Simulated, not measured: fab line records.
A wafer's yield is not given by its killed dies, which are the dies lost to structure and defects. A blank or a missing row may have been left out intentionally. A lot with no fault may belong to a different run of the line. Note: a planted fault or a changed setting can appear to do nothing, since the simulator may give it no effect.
fab line records | flow sky130
record: lots: 6 | wafers: 18 | lastDay: 50
route steps=708 shown METAL4@635 VIA4@639
lots untouched by any fault: they come from a run of this same line in which no faults occurred
startH: start of the lot's first displayed wafer, in hours after the record's first day | waitH: hours from the lot's prior step to this one | " as in the row above | L1.1+2: several wafers, shown together as one row | - no value, or no start given | * or withheld: withheld | < > ~ a bound
route shown NAME@n: a module of which the file shows steps, and the number in the route of the first | usual: mean and standard deviation over wafers with no fault | same: alike in all rows | chamber/n: place in a boat | sites: per-site readings | _std_site: standard deviation of those values | _edge_site: outer sites' mean less inner sites' | radiusMm: how far each site lies from the wafer's centre | mask NAME#n: copy n | behind: the last tool/chamber to shape the wafer | hold: the reason the lot was held/the length of the hold in hours/how it ended | device: names the non-switching transistor (n, p or np) | end of line: the tests these same wafers got at the end of their route | a step without rows: its recipe alone | killed: not the wafer's yield, but the dies lost to structure and defects at the first sort | map: shows each die of a wafer: x if killed, . if not, _ if none is there
set.NAME: setting as actually run; set.NAME@STEP: the setting as run at that earlier step | model.NAME: the simulator's own value behind a step, which no gauge read
lots at selected steps of the route; one table per step, one row per wafer
services: from which hour (startH, from the record's first day; less than 0 if before it) a tool's chamber was out of use, for how many hours, and why
== steps ==
step: SKY_METAL4_STRIP_19
recipe: chemistry: O2/N2 | powerW: 1400 | pressureMtorr: 1500 | platenTempC: withheld | o2FlowSccm: 3000 | n2FlowSccm: 300 | overashFraction: 0.5
usual: drypumpMotorCurrentA: 5.8/0.56 | oesProductAu: 0.503/0.0055 | stripTimeToEndpointS: 6.55/0.079
lot.wafer | tool           | chamber | startH  | waitH | drypumpMotorCurrentA | oesProductAu | rfHoursCounterH | stripTimeToEndpointS
L160.3    | plasmaAsher-02 | 1       | 998.16  | 0.1   | 6.1                  | 0.497        | -               | 6.43
L160.4    | "              | 0       | "       | "     | 6.6                  | 0.511        | -               | 6.66
L160.6    | "              | 0       | "       | "     | 6.6                  | 0.500        | -               | 6.46
L167.2    | plasmaAsher-02 | 0       | 1049.03 | 0.1   | 6.6                  | 0.503        | 60              | 6.67
L167.3    | "              | 1       | "       | "     | 6.1                  | 0.503        | -               | 6.53
L167.6    | "              | 0       | "       | "     | 6.6                  | 0.500        | -               | 6.57
L168.1    | plasmaAsher-02 | 0       | 1055.47 | 0.1   | 6.6                  | 0.496        | 61              | 6.45
L168.4    | "              | 0       | "       | "     | 6.6                  | 0.494        | -               | 6.47
L168.6    | "              | 1       | "       | "     | 6.0                  | 0.508        | -               | 6.61
L175.1    | plasmaAsher-01 | 1       | 1102.27 | 0.1   | 5.6                  | 0.507        | 34              | 6.65
L175.3    | "              | 0       | "       | "     | 5.9                  | 0.515        | -               | 6.70
L175.5    | "              | 0       | "       | "     | 5.9                  | 0.497        | -               | 6.57
L176.2    | plasmaAsher-01 | 0       | 1102.47 | 0.1   | 5.9                  | 0.499        | 34              | 6.49
L176.3    | "              | 1       | "       | "     | 5.6                  | 0.500        | -               | 6.50
L176.6    | "              | 1       | "       | "     | 5.7                  | 0.502        | -               | 6.52
L181.2    | plasmaAsher-04 | 1       | 1130.02 | 0.1   | 5.4                  | 0.511        | 7               | 6.54
L181.5    | "              | 0       | "       | "     | 4.7                  | 0.506        | -               | 6.58
L181.6    | "              | 1       | "       | "     | 5.4                  | 0.498        | -               | 6.48
step: SKY_METAL4_STRIP_20
recipe: chemistry: postEtchResidueRemover | timeS: 1200 | tempC: 72.5
step: SKY_METAL4_CLEAN_21
recipe: chemistry: IPA | timeS: 180 | tempC: 25
step: SKY_METAL4_CLEAN_22
recipe: chemistry: O3/DIW | dry: n2Spin
step: SKY_VIA4_HDPCVD_00
recipe: material: SiO2 | targetThkNm: 1750 | sigmaOpenFrac: 0.3 | timeS: 291.7 | tempC: 400 | sih4FlowSccm: 60 | pressureMtorr: 6
step: SKY_VIA4_THK_MEAS_01
recipe: reads: SiO2_of_VIA4_HDPCVD_00
usual: VIA4_HDPCVD_THK: 1745/15
lot.wafer | tool         | chamber | startH  | waitH | VIA4_HDPCVD_THK[nm]
L160.3    | filmMetro-02 | -       | 999.00  | 0.1   | 1740
L160.4    | "            | -       | "       | "     | 1780
L160.6    | "            | -       | "       | "     | 1757
L167.2    | filmMetro-01 | -       | 1049.90 | 0.2   | 1735
L167.3    | "            | -       | "       | "     | 1745
L167.6    | "            | -       | "       | "     | 1766
L168.1    | filmMetro-01 | -       | 1056.33 | 0.2   | 1748
L168.4    | "            | -       | "       | "     | 1725
L168.6    | "            | -       | "       | "     | 1750
L175.1    | filmMetro-04 | -       | 1103.07 | 0.1   | 1740
L175.3    | "            | -       | "       | "     | 1738
L175.5    | "            | -       | "       | "     | 1731
L176.2    | filmMetro-01 | -       | 1103.66 | 0.1   | 1742
L176.3    | "            | -       | "       | "     | 1726
L176.6    | "            | -       | "       | "     | 1753
L181.2    | filmMetro-01 | -       | 1130.84 | 0.1   | 1741
L181.5    | "            | -       | "       | "     | 1738
L181.6    | "            | -       | "       | "     | 1742
step: SKY_VIA4_CMP_02
recipe: material: SiO2 | downForcePsi: 4 | platenRpm: 60 | padVelocityMS: 0.94248
usual: headPressurePsi: 4.001/0.0082 | motorCurrentA: 12.7/1.2 | platenRpm: 60.00/0.039
lot.wafer | tool   | chamber | startH  | waitH | headPressurePsi | motorCurrentA | platenRpm
L160.4    | cmp-02 | 1       | 999.09  | 0.1   | 4.010           | 13.0          | 60.02
L160.3    | "      | 2       | "       | "     | 4.016           | 12.4          | 59.99
L160.6    | "      | 1       | "       | "     | 3.999           | 13.5          | 60.01
L167.2    | cmp-02 | 1       | 1049.95 | 0.0   | 4.004           | 13.4          | 60.02
L167.3    | "      | 0       | "       | "     | 3.993           | 10.6          | 60.01
L167.6    | "      | 1       | "       | "     | 4.012           | 13.9          | 60.04
L168.1    | cmp-02 | 2       | 1056.39 | 0.1   | 3.991           | 12.9          | 59.95
L168.4    | "      | 1       | "       | "     | 3.994           | 12.9          | 60.07
L168.6    | "      | 2       | "       | "     | 3.987           | 12.1          | 60.03
L175.3    | cmp-01 | 0       | 1103.18 | 0.1   | 4.001           | 11.6          | 60.04
L175.1    | "      | 1       | "       | "     | 3.991           | 12.1          | 60.00
L175.5    | "      | 3       | "       | "     | 3.989           | 12.9          | 59.99
L176.3    | cmp-02 | 2       | 1103.71 | 0.0   | 3.994           | 12.6          | 60.02
L176.2    | "      | 1       | "       | "     | 4.001           | 13.6          | 59.94
L176.6    | "      | 3       | "       | "     | 4.006           | 12.2          | 60.02
L181.2    | cmp-01 | 3       | 1130.89 | 0.0   | 4.009           | 13.4          | 59.98
L181.6    | "      | 3       | "       | "     | 4.006           | 13.1          | 60.01
L181.5    | "      | 0       | "       | "     | 4.005           | 11.5          | 60.05
step: SKY_VIA4_BOW_MEAS_03
recipe: mode: bow
usual: VIA4_BOW: 78/7.3
lot.wafer | tool         | chamber | startH  | waitH | VIA4_BOW[um]
L160.3    | filmMetro-01 | -       | 999.38  | 0.2   | 79
L160.4    | "            | -       | "       | "     | 75
L160.6    | "            | -       | "       | "     | 77
L167.2    | filmMetro-01 | -       | 1050.27 | 0.3   | 75
L167.3    | "            | -       | "       | "     | 84
L167.6    | "            | -       | "       | "     | 90
L168.1    | filmMetro-01 | -       | 1056.69 | 0.2   | 83
L168.4    | "            | -       | "       | "     | 78
L168.6    | "            | -       | "       | "     | 64
L175.1    | filmMetro-04 | -       | 1103.43 | 0.1   | 87
L175.3    | "            | -       | "       | "     | 78
L175.5    | "            | -       | "       | "     | 95
L176.2    | filmMetro-01 | -       | 1104.03 | 0.1   | 79
L176.3    | "            | -       | "       | "     | 74
L176.6    | "            | -       | "       | "     | 69
L181.2    | filmMetro-02 | -       | 1131.21 | 0.3   | 78
L181.5    | "            | -       | "       | "     | 65
L181.6    | "            | -       | "       | "     | 77
step: SKY_VIA4_DEHYDRATE_04
recipe: tempC: 200 | timeS: 60
step: SKY_VIA4_HMDS_05
recipe: primeTimeS: 60 | primeTempC: 120
step: SKY_VIA4_COAT_06
recipe: resist: NOVOLAK | spinRpm: 3000 | resistThkNm: 1140
step: SKY_VIA4_SOFTBAKE_07
recipe: tempC: 90 | timeS: 60 | resist: NOVOLAK
step: SKY_VIA4_EXPOSE_08
recipe: maskId: VIM4 | na: 0.6 | sourceShape: conventional | sigmaOuter: 0.6 | polarization: unpolarized | targetCdNm: 800 | doseMj: 132
usual: exposureDoseMJCm2: 132.01/0.13 | focusOffsetNm: 0.1/0.54
lot.wafer | tool            | chamber | startH  | waitH | mask   | exposureDoseMJCm2 | focusOffsetNm
L160.3    | ilineStepper-02 | 0       | 1011.16 | -     | VIM4#0 | 132.04            | -0.4
L160.4    | "               | 0       | "       | "     | VIM4#0 | 132.04            | 0.0
L160.6    | "               | 0       | "       | "     | VIM4#0 | 131.93            | 0.5
L167.2    | ilineStepper-02 | -       | 1060.86 | -     | VIM4#0 | -                 | -
L167.3    | "               | -       | "       | "     | VIM4#0 | -                 | -
L167.6    | "               | -       | "       | "     | VIM4#0 | -                 | -
L168.1    | ilineStepper-02 | -       | 1067.58 | -     | VIM4#0 | -                 | -
L168.4    | "               | -       | "       | "     | VIM4#0 | -                 | -
L168.6    | "               | -       | "       | "     | VIM4#0 | -                 | -
L175.1    | ilineStepper-01 | 0       | 1113.57 | -     | VIM4#0 | 132.08            | 0.6
L175.3    | "               | 0       | "       | "     | VIM4#0 | 132.10            | 0.6
L175.5    | "               | 0       | "       | "     | VIM4#0 | 132.14            | 0.1
L176.2    | ilineStepper-02 | 0       | 1114.34 | -     | VIM4#0 | 132.06            | -1.1
L176.3    | "               | 0       | "       | "     | VIM4#0 | 132.05            | 0.1
L176.6    | "               | 0       | "       | "     | VIM4#0 | 131.94            | -0.3
L181.2    | ilineStepper-02 | 0       | 1140.74 | -     | VIM4#0 | 131.98            | -0.7
L181.5    | "               | 0       | "       | "     | VIM4#0 | 132.07            | 0.6
L181.6    | "               | 0       | "       | "     | VIM4#0 | 131.99            | 0.7
step: SKY_VIA4_PEB_09
recipe: tempC: withheld | timeS: * | resist: NOVOLAK
== services ==
tool            | chamber | startH  | hours | kind
ilineStepper-01 | -       | 982.33  | 1.0   | repair
cmp-02          | -       | 991.96  | 1.7   | repair
cmp-01          | -       | 993.67  | 7.0   | pm
ilineStepper-02 | -       | 1039.56 | 1.7   | pm
plasmaAsher-04  | -       | 1045.42 | 1.6   | repair
cmp-01          | -       | 1047.38 | 3.3   | repair
plasmaAsher-04  | -       | 1055.25 | 9.0   | pm
plasmaAsher-04  | 0       | 1055.25 | 9.0   | ventCycle
plasmaAsher-04  | 1       | 1055.25 | 9.0   | ventCycle
cmp-01          | -       | 1060.56 | 1.1   | repair
plasmaAsher-04  | 0       | 1064.25 | -     | clean
plasmaAsher-04  | 1       | 1064.25 | -     | clean
plasmaAsher-01  | -       | 1064.87 | 1.6   | repair
cmp-01          | -       | 1084.00 | 4.0   | pm
cmp-01          | -       | 1088.00 | -     | consumableReplace:conditioner
cmp-01          | -       | 1088.00 | -     | consumableReplace:pad
plasmaAsher-02  | -       | 1095.07 | 1.7   | repair
plasmaAsher-02  | -       | 1101.59 | 6.3   | repair
plasmaAsher-01  | -       | 1112.17 | 6.4   | repair
ilineStepper-01 | -       | 1114.79 | 1.7   | pm
cmp-02          | -       | 1133.05 | 1.6   | repair
plasmaAsher-04  | -       | 1137.33 | 2.8   | pm
== key ==
firstSign: step: SKY_VIA4_EXPOSE_08 | reading: toolRecord | direction: missing
effect none on later readings
metAt SKY_VIA4_EXPOSE_08
struckWafers L167.2,L167.3,L167.6,L168.1,L168.4,L168.6
laterRowsLeftOut L167.2,L167.3,L167.6,L168.1,L168.4,L168.6
sortLeftOut L167.2,L167.3,L167.6,L168.1,L168.4,L168.6
onsetBetween 1011.16 1060.86
fault: kind: skippedStepWhole | tool: ilineStepper-02 | chamber: - | onsetH: 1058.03 | steps: SKY_VIA4_EXPOSE_08 | scope: struckLotsOnly
sortLeftOut: the simulated sort isn't trusted on such a fault, so these wafers' sort isn't shown, and their yield isn't known
laterRowsLeftOut: the simulator's readings of these wafers behind a module that went badly wrong aren't trusted and aren't shown, but for the sort
